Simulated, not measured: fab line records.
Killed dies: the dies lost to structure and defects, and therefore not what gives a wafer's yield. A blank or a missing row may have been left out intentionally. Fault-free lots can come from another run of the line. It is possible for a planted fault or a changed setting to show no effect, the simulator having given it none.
A struck lot beside a sound one	flow sky130	15 out of 708 route steps
Sound: these wafers, L876.2, L876.4, L876.5. The struck wafers were L866.2, L866.3, L866.4. The cause comes at the end.
Order at every step that has rows: each side's tool, ch and its chambers, its first start. Under that, the readings that differ: sound wafers	struck wafers	difference of the means	sigmas: that difference in standard deviations of wafers without a fault.
alike: readings with means less than 2 such deviations apart, plus words and numbers identical on both sides. not compared: withheld readings, readings lacking a value on some wafer, bounds such as >300 that could conceal the same value, and numbers that have no deviation in the record and whose values overlap.
Wherever a step has rows on one side only, a row that says differs or no value, or a row with sigmas, the two part there. When numbers do not overlap yet have no deviation, they are printed without sigmas and do not part them. Lack of a reading on every wafer of one side parts them only where that side has two or more wafers.

SKY_LDD_HVN_OVL_MEAS_07:
  sound on overlay-01, day 27 05:46; struck on overlay-02, day 24 01:31
  alike: LDD_HVN_OVL
after that, 1 step had no rows for these wafers: SKY_LDD_HVN_IMPLANT_08.
SKY_LDD_HVN_STRIP_09: strips in O2/N2.
  sound on plasma-asher-01 ch 1, day 27 06:05; struck on plasma-asher-03 ch 0,1, day 24 01:42
  alike: chamber-pressure-mTorr, drypump-motor-current-A, oes-product-au, strip-time-to-endpoint-s
  not compared: rf-hours-counter-h
SKY_LDD_HVN_TW_MEAS_10:
  sound on film-metro-02, day 27 06:12; struck on film-metro-01, day 24 01:49
  alike: LDD_HVN_TW
then, 7 steps without rows for these wafers: SKY_LDD_HVP_DEHYDRATE_00 (time 60 s); SKY_LDD_HVP_HMDS_01 (prime time 60 s); SKY_LDD_HVP_COAT_02 (resist thk 300 nm); SKY_LDD_HVP_SOFTBAKE_03 (time 60 s); SKY_LDD_HVP_EXPOSE_04 (exposes mask HVPTM, target cd 700 nm); SKY_LDD_HVP_PEB_05; SKY_LDD_HVP_DEVELOP_06 (develop time 60 s).
SKY_LDD_HVP_OVL_MEAS_07:
  sound on overlay-01, day 28 11:26; struck on overlay-01, day 25 07:32
  alike: LDD_HVP_OVL
SKY_LDD_HVP_IMPLANT_08:
  sound on implanter-02 ch 0, day 28 11:29; struck on implanter-04 ch 0, day 25 07:35
reading	sound	struck	difference	sigmas
dose-ions-cm2	1.6982e+13 1.6994e+13 1.6989e+13	1.7759e+13 1.7752e+13 1.7737e+13	+7.6100e+11	+40
SKY_LDD_HVP_STRIP_09: strips in O2/N2.
  sound on plasma-asher-04 ch 0, day 28 11:37; struck on plasma-asher-03 ch 0,1, day 25 07:43
  alike: chamber-pressure-mTorr, drypump-motor-current-A, oes-product-au, strip-time-to-endpoint-s
  not compared: rf-hours-counter-h
-- here the record skips 23 days between the struck wafers' starts before and after, leaving off in module LDD_HVP and picking up in module PAD_OPEN (first step shown: number 708 of the route) --
SKY_PAD_OPEN_PROBE_99:
  sound on prober-02, day 50 08:46; struck on prober-01, day 48 11:16
reading	sound	struck	difference	sigmas
model.etest.tip_p_5v.rs-ohm-sq	2889 2912 2911	2776 2772 2771	-131	
  alike: killed_at_M0_to_M3, killed_at_M4_up, killed-at-contacts, killed-at-front-end, killed-at-other, killed-dies, killed-open, killed-short

== WHERE THEY PART ==
Only at SKY_LDD_HVP_IMPLANT_08, within this record. Later steps at which nothing parts them and some readings are alike: SKY_LDD_HVP_STRIP_09, SKY_PAD_OPEN_PROBE_99.

WHY: what had been put in by the simulator
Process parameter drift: implanter-04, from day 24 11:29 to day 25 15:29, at SKY_LDD_HVP_IMPLANT_08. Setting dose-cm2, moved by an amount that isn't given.
